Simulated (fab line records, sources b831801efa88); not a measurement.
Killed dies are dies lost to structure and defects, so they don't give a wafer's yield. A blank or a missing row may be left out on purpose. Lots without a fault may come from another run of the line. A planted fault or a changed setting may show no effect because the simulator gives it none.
fab line records | flow sky130
record lots=7 wafers=21 last_day=50
route steps=708 shown METAL2@505 VIA2@507
lots that met no fault: from a run of the same line without faults
start_h: hours from the record's first day to the start of the lot's first wafer shown | wait_h: hours since the lot's step before | " the same as in the row above | L1.1+2: a row that stands for several wafers | - no value, or no start given | * or withheld: withheld | < > ~ a bound
route shown NAME@n: a module of which the file shows steps, and the number in the route of the first | usual: mean/standard deviation of fault-free wafers | same: alike in all rows | chamber/n: place in a boat | sites: the reading at each site | _std_site: their standard deviation | _edge_site: outer sites' mean less inner sites' | radius_mm: how far each site lies from the wafer's centre | mask NAME#n: copy n | behind: the tool/chamber that last shaped the wafer | hold: why the lot was held/for how many hours/how that ended | device: the transistor (n, p or np) that didn't switch | end of line: the same wafers' tests at the end of the route | a step without rows: its recipe alone | killed: dies lost to structure and defects at the first sort, not the wafer's yield | map: a wafer's dies, x killed, . not, _ none there
set.NAME: the setting as run; set.NAME@STEP: as run at that earlier step | model.NAME: the simulator's own value behind a step, which no gauge read
lots at some steps of the route; a table a step, a row a wafer
services: from which hour (start_h, from the record's first day; less than 0 if before it) a tool's chamber was out of use, for how many hours, and why
## steps
# step SKY_METAL2_CLEAN_22
# recipe chemistry=IPA time_s=180 temp_c=25
# step SKY_METAL2_CLEAN_23
# recipe chemistry=O3/DIW dry=n2_spin
# step SKY_VIA2_HDPCVD_00
# recipe material=SiO2 target_thk_nm=1180 sigma_open_frac=0.3 time_s=196.7 temp_c=400 sih4_flow_sccm=60 pressure_mtorr=6
# step SKY_VIA2_THK_MEAS_01
# recipe reads=SiO2_of_VIA2_HDPCVD_00
# usual VIA2_HDPCVD_THK=1185/10
# columns lot.wafer tool chamber start_h wait_h VIA2_HDPCVD_THK[nm]
L644.1 film_metro-04 - 869.10 0.1 1213
L644.2 " - " " 1190
L644.6 " - " " 1192
L648.3 film_metro-03 - 903.47 0.1 1194
L648.4 " - " " 1192
L648.6 " - " " 1190
L649.1 film_metro-03 - 910.64 0.1 1184
L649.3 " - " " 1188
L649.5 " - " " 1163
L650.2 film_metro-01 - 915.56 0.1 1175
L650.3 " - " " 1182
L650.6 " - " " 1177
L657.3 film_metro-03 - 968.32 0.1 1203
L657.4 " - " " 1200
L657.6 " - " " 1206
L659.2 film_metro-04 - 978.91 0.1 1181
L659.3 " - " " 1178
L659.6 " - " " 1185
L660.1 film_metro-04 - 984.98 0.1 1183
L660.5 " - " " 1185
L660.6 " - " " 1191
# step SKY_VIA2_CMP_02
# recipe material=SiO2 down_force_psi=4 platen_rpm=60 pad_velocity_m_s=0.94248
# usual edge_zone_pressure_frac=1.000/0.0051 motor_current_A=12.2/0.79 retaining_ring_pressure_frac=1.000/0.0049
# columns lot.wafer tool chamber start_h wait_h edge_zone_pressure_frac motor_current_A retaining_ring_pressure_frac
L644.1 cmp-01 2 869.16 0.1 1.001 11.9 0.997
L644.2 " 0 " " 0.998 14.2 0.988
L644.6 " 2 " " 0.996 11.2 1.001
L648.4 cmp-01 2 903.51 0.0 1.007 11.8 0.994
L648.3 " 1 " " 0.997 11.8 1.001
L648.6 " 2 " " 1.000 11.7 0.998
L649.3 cmp-02 3 910.70 0.0 0.994 12.4 1.004
L649.1 " 2 " " 1.013 12.1 0.997
L649.5 " 3 " " 1.000 11.7 0.996
L650.3 cmp-02 2 915.71 0.1 1.004 12.6 0.996
L650.2 " 3 " " 1.000 11.8 1.004
L650.6 " 1 " " 1.005 12.2 1.001
L657.4 cmp-02 3 968.41 0.1 0.996 12.1 0.991
L657.3 " 0 " " 1.005 11.4 1.001
L657.6 " 2 " " 0.998 12.1 0.996
L659.3 cmp-02 0 978.96 0.0 1.003 12.0 1.000
L659.2 " 3 " " 1.003 12.4 1.008
L659.6 " 1 " " 1.003 11.7 1.007
L660.1 cmp-02 3 985.09 0.1 1.000 12.0 1.007
L660.6 " 2 " " 1.001 12.6 0.998
L660.5 " 3 " " 0.995 12.3 1.000
# step SKY_VIA2_BOW_MEAS_03
# recipe mode=bow
# usual VIA2_BOW=85/6.5
# columns lot.wafer tool chamber start_h wait_h VIA2_BOW[um]
L644.1 film_metro-01 - 869.46 0.2 86
L644.2 " - " " 88
L644.6 " - " " 94
L648.3 film_metro-01 - 903.85 0.1 83
L648.4 " - " " 91
L648.6 " - " " 91
L649.1 film_metro-04 - 911.00 0.1 81
L649.3 " - " " 78
L649.5 " - " " 85
L650.2 film_metro-03 - 915.93 0.1 82
L650.3 " - " " 86
L650.6 " - " " 95
L657.3 film_metro-04 - 968.70 0.2 80
L657.4 " - " " 78
L657.6 " - " " 78
L659.2 film_metro-04 - 979.28 0.1 96
L659.3 " - " " 89
L659.6 " - " " 91
L660.1 film_metro-03 - 985.37 0.2 88
L660.5 " - " " 88
L660.6 " - " " 86
# step SKY_VIA2_DEHYDRATE_04
# recipe temp_c=200 time_s=60
# step SKY_VIA2_HMDS_05
# recipe prime_time_s=60 prime_temp_c=120
# step SKY_VIA2_COAT_06
# recipe resist=BARC temp_c=withheld time_s=withheld spin_rpm=3000 resist_thk_nm=60
# step SKY_VIA2_COAT_07
# recipe resist=KrF-thick spin_rpm=3000 resist_thk_nm=450
# step SKY_VIA2_SOFTBAKE_08
# recipe temp_c=100 time_s=90 resist=KrF-thick
# step SKY_VIA2_EXPOSE_09
# recipe mask_id=VIM2 na=0.8 source_shape=annular sigma_inner=0.55 sigma_outer=0.85 target_cd_nm=200 dose_mj=38
# step SKY_VIA2_PEB_10
# recipe peb_temp_c=withheld peb_time_s=withheld resist=KrF-thick
# usual chill_plate_temp_C=* exhaust_pa=44.9/0.84
# columns lot.wafer tool chamber start_h wait_h chill_plate_temp_C exhaust_pa
L644.1 litho_track-01 0 894 - * 45.1
L644.2 " 0 " " * 44.5
L644.6 " 0 " " * 44.4
L648.3 litho_track-01 - 928 - - -
L648.4 " - " " - -
L648.6 " - " " - -
L649.1 litho_track-03 - 935 - - -
L649.3 " - " " - -
L649.5 " - " " - -
L650.2 litho_track-03 - 940 - - -
L650.3 " - " " - -
L650.6 " - " " - -
L657.3 litho_track-02 0 991 - * 43.8
L657.4 " 0 " " * 43.6
L657.6 " 0 " " * 45.0
L659.2 litho_track-01 0 1002 - * 44.2
L659.3 " 0 " " * 44.2
L659.6 " 0 " " * 46.2
L660.1 litho_track-03 0 1008 - * 44.1
L660.5 " 0 " " * 44.5
L660.6 " 0 " " * 45.5
# step SKY_VIA2_DEVELOP_11
# recipe develop_time_s=61.79 resist=KrF-thick dev_temp_c=21
## services
# columns tool chamber start_h hours kind
cmp-02 - 864.14 9.1 pm
cmp-01 - 881.58 3.0 repair
cmp-01 - 912.64 4.0 pm
cmp-01 - 916.64 - consumable_replace:conditioner
cmp-01 - 916.64 - consumable_replace:pad
cmp-02 - 954.03 0.4 repair
cmp-01 - 960.38 1.1 repair
cmp-01 - 961.47 4.8 pm
## key
first_sign step=SKY_VIA2_PEB_10 reading=tool_record direction=missing
effect none on later readings
met_at SKY_VIA2_PEB_10
struck_wafers L648.3,L648.4,L648.6,L649.1,L649.3,L649.5,L650.2,L650.3,L650.6
later_rows_left_out L648.3,L648.4,L648.6,L649.1,L649.3,L649.5,L650.2,L650.3,L650.6
sort_left_out L648.3,L648.4,L648.6,L649.1,L649.3,L649.5,L650.2,L650.3,L650.6
onset_between 894 928
fault kind=skipped_step_whole tool=litho_track-01,litho_track-03 chamber=- onset_h=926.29 steps=SKY_VIA2_PEB_10 scope=struck_lots_only
# sort_left_out: the simulated sort isn't trusted on such a fault, so these wafers' sort isn't shown, and their yield isn't known
# later_rows_left_out: the simulator's readings of these wafers behind a module that went badly wrong aren't trusted and aren't shown, but for the sort
